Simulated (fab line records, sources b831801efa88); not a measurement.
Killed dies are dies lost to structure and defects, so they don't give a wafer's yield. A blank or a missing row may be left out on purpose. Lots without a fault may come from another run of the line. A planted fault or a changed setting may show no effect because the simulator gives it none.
A struck lot beside a sound one | flow sky130 | 17 steps out of a route of 708
Sound: wafers L367.4, L367.5, L367.6. Struck: wafer L374.5. (L374.3, L374.6 of the same lot were not struck and are left out.) The cause comes at the end.
At each step with rows: each side's tool, then ch and its chambers, then its first start. Under that, the readings that differ: sound wafers | struck wafers | difference of the means | sigmas: that difference in standard deviations of wafers without a fault.
alike: readings whose means differ by less than 2 such deviations, and words and numbers that are the same on both sides. not compared: withheld readings, readings that some wafer has no value for, bounds like >300 that may hide the same value, and numbers for which the record gives no deviation and whose values overlap.
The two part at a step that has a row with sigmas, a row that says differs or no value, or rows on one side only. Numbers that don't overlap but have no deviation are shown without sigmas and don't part them. A reading that every wafer of one side lacks parts them only if that side has two wafers or more.

first, 3 steps without rows for these wafers: SKY_LI_CONTACT_EXPOSE_09 (exposes mask LICM1, target cd 170 nm); SKY_LI_CONTACT_PEB_10; SKY_LI_CONTACT_DEVELOP_11 (develop time 60 s).
SKY_LI_CONTACT_CD_MEAS_12: target cd 170 nm.
  sound on cd_sem-02, day 29 07:58; struck on cd_sem-02, day 31 22:00
  alike: cd_nm
SKY_LI_CONTACT_OVL_MEAS_13:
  sound on overlay-01, day 29 08:02; struck on overlay-01, day 31 22:05
  alike: LI_CONTACT_OVL
SKY_LI_CONTACT_ETCH_14: etches BARC in N2/H2, stops on SiO2, time 45.9 s, target depth 60 nm.
  sound on rie_diel-03 ch 1,2,3, day 29 08:05; struck on rie_diel-03 ch 2, day 31 22:07
  alike: bias_w, chamber_pressure_mTorr, drypump_motor_current_A, oes_product_au, throttle_valve_pct
  not compared: rf_hours_counter_h
then, 1 step without rows for these wafers: SKY_LI_CONTACT_ETCH_15 (etches PSG in C4F8/O2/Ar, stops on Si, target depth 600 nm).
SKY_LI_CONTACT_STRIP_16: strips in O2/N2.
  sound on plasma_asher-03 ch 0,1, day 29 08:13; struck on plasma_asher-02 ch 0, day 31 22:17
  alike: chamber_pressure_mTorr, drypump_motor_current_A, oes_product_au, strip_time_to_endpoint_s
  not compared: rf_hours_counter_h
then, 2 steps without rows for these wafers: SKY_LI_CONTACT_CLEAN_17 (cleans in NMP, time 600 s); SKY_LI_CONTACT_PRE_CLEAN_18 (time 5.6 s).
SKY_LI_CONTACT_SPUTTER_19: material Ti, target thk 20 nm, time 106.37 s.
  sound on pvd_sputter-03, day 29 08:31; struck on pvd_sputter-03, day 31 22:32
  alike: throttle_valve_pct
SKY_LI_CONTACT_SPUTTER_20: material TiN, target thk 20 nm, time 80 s.
  sound on pvd_sputter-03, day 29 08:35; struck on pvd_sputter-03, day 31 22:37
  alike: throttle_valve_pct
SKY_LI_CONTACT_CVD_21: deposits W, target thk 400 nm, time 120.56 s.
  sound on cvd_w-01 ch 0,1, day 29 08:41; struck on cvd_w-01 ch 1, day 31 22:43
  reading                                  | sound           | struck | difference | sigmas
  model.W_of_LI_CONTACT_CVD_21.thk_nm (nm) | 398 404.8 396.9 | 417.5  | +17.6      |
  alike: chamber_pressure_Torr, heater_power_w
SKY_LI_CONTACT_RS_MEAS_22: measures by four-point-probe.
  sound on film_metro-01, day 29 08:50; struck on film_metro-03, day 31 22:50
  reading                  | sound                | struck | difference | sigmas
  LI_CONTACT_W_RS (ohm/sq) | 0.2855 0.2804 0.2860 | 0.2723 | -0.0117    | -5
SKY_LI_CONTACT_THK_MEAS_23: measures by xrf.
  sound on film_metro-01, day 29 08:55; struck on film_metro-03, day 31 22:56
  alike: LI_CONTACT_W_THK
SKY_LI_CONTACT_CMP_24: polishes, stops on PSG, t overpolish 20 s, target thk 0 nm.
  sound on cmp-01 ch 0,1, day 29 08:57; struck on cmp-02 ch 1, day 31 23:02
  alike: edge_zone_pressure_frac, motor_current_A, overpolish_run_s, time_to_endpoint_s
-- the record jumps here: 16 days lie between the struck wafers' starts before and after (it left off in module LI_CONTACT and takes up again in module PAD_OPEN, whose first step shown is number 708 of the route) --
SKY_PAD_OPEN_PROBE_99:
  sound on prober-02, day 46 00:58; struck on prober-01, day 47 18:58
  alike: killed_at_M0_to_M3, killed_at_M4_up, killed_at_contacts, killed_at_front_end, killed_at_other, killed_dies, killed_on_rim, killed_open, killed_short

WHERE THEY PART
Only at SKY_LI_CONTACT_RS_MEAS_22, within this record. Later steps at which nothing parts them and some readings are alike: SKY_LI_CONTACT_THK_MEAS_23, SKY_LI_CONTACT_CMP_24, SKY_PAD_OPEN_PROBE_99.

WHY: what the simulator had put in
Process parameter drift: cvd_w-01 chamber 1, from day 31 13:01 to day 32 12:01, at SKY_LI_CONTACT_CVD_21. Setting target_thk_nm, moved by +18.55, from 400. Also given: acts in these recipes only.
